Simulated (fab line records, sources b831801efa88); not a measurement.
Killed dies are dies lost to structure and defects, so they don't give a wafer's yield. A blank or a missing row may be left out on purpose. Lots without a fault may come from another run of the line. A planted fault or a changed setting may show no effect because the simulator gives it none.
A struck lot beside a sound one | flow gf180mcu | 19 steps out of a route of 602
Sound: wafers L249.1, L249.4, L249.5. Struck: wafer L264.3. (L264.1, L264.5 of the same lot were not struck and are left out.) The cause comes at the end.
At each step with rows: each side's tool, then ch and its chambers, then its first start. Under that, the readings that differ: sound wafers | struck wafers | difference of the means | sigmas: that difference in standard deviations of wafers without a fault.
alike: readings whose means differ by less than 2 such deviations, and words and numbers that are the same on both sides. not compared: withheld readings, readings that some wafer has no value for, bounds like >300 that may hide the same value, and numbers for which the record gives no deviation and whose values overlap.
The two part at a step that has a row with sigmas, a row that says differs or no value, or rows on one side only. Numbers that don't overlap but have no deviation are shown without sigmas and don't part them. A reading that every wafer of one side lacks parts them only if that side has two wafers or more.

first, 2 steps without rows for these wafers: GF_VT_IMPLANT_PEB_27; GF_VT_IMPLANT_DEVELOP_28 (develop time 60 s).
GF_VT_IMPLANT_OVL_MEAS_29:
  sound on overlay-02, day 7 09:37; struck on overlay-02, day 11 10:16
  alike: VT_IMPLANT_02_OVL
then, 1 step without rows for these wafers: GF_VT_IMPLANT_IMPLANT_30.
GF_VT_IMPLANT_STRIP_31: strips in O2/N2.
  sound on plasma_asher-04 ch 0,1, day 7 09:48; struck on plasma_asher-04 ch 0, day 11 10:27
  reading             | sound             | struck | difference | sigmas
  n2_flow_sccm (sccm) | 299.7 298.9 301.2 | 301.8  | +1.9       | +2
  alike: drypump_motor_current_A, heater_power_w, oes_product_au, platen_temp_c, strip_time_to_endpoint_s
  not compared: rf_hours_counter_h
GF_VT_IMPLANT_TW_MEAS_32:
  sound on film_metro-01, day 7 09:54; struck on film_metro-04, day 11 10:33
  alike: VT_IMPLANT_3_TW
then, 6 steps without rows for these wafers: GF_VT_IMPLANT_DEHYDRATE_33 (time 60 s); GF_VT_IMPLANT_HMDS_34 (prime time 60 s); GF_VT_IMPLANT_COAT_35 (resist thk 1000 nm); GF_VT_IMPLANT_SOFTBAKE_36 (time 60 s); GF_VT_IMPLANT_EXPOSE_37 (exposes mask Nwell HV AREA, target cd 860 nm); GF_VT_IMPLANT_PEB_38.
GF_VT_IMPLANT_DEVELOP_39: develop time 60 s.
  sound on litho_track-01 ch 0, day 8 01:37; struck on litho_track-03 ch 0, day 12 05:28
  alike: developer_temp_C
GF_VT_IMPLANT_OVL_MEAS_40:
  sound on overlay-01, day 8 01:46; struck on overlay-01, day 12 05:37
  not compared: VT_IMPLANT_03_OVL
then, 1 step without rows for these wafers: GF_VT_IMPLANT_IMPLANT_41.
GF_VT_IMPLANT_STRIP_42: strips in O2/N2.
  sound on plasma_asher-04 ch 0,1, day 8 01:57; struck on plasma_asher-02 ch 0, day 12 05:47
  alike: drypump_motor_current_A, heater_power_w, n2_flow_sccm, oes_product_au, platen_temp_c, strip_time_to_endpoint_s
  not compared: rf_hours_counter_h
GF_VT_IMPLANT_TW_MEAS_43:
  sound on film_metro-01, day 8 02:03; struck on film_metro-03, day 12 05:53
  reading         | sound       | struck | difference | sigmas
  VT_IMPLANT_4_TW | 689 692 688 | 30     | -660       | -99 or more
then, 1 step without rows for these wafers: GF_VT_IMPLANT_CLEAN_44 (cleans in SC1/SC2, time 150 s).
-- the record jumps here: 21 days lie between the struck wafers' starts before and after (it left off in module VT_IMPLANT and takes up again in module PASSIVATION, whose first step shown is number 602 of the route) --
GF_PASSIVATION_PROBE_99:
  the record has rows for the struck wafers here (prober-01, day 33 16:03) and none for the sound ones

WHERE THEY PART
First at GF_VT_IMPLANT_STRIP_31; last, within this record, at GF_PASSIVATION_PROBE_99.

WHY: what the simulator had put in
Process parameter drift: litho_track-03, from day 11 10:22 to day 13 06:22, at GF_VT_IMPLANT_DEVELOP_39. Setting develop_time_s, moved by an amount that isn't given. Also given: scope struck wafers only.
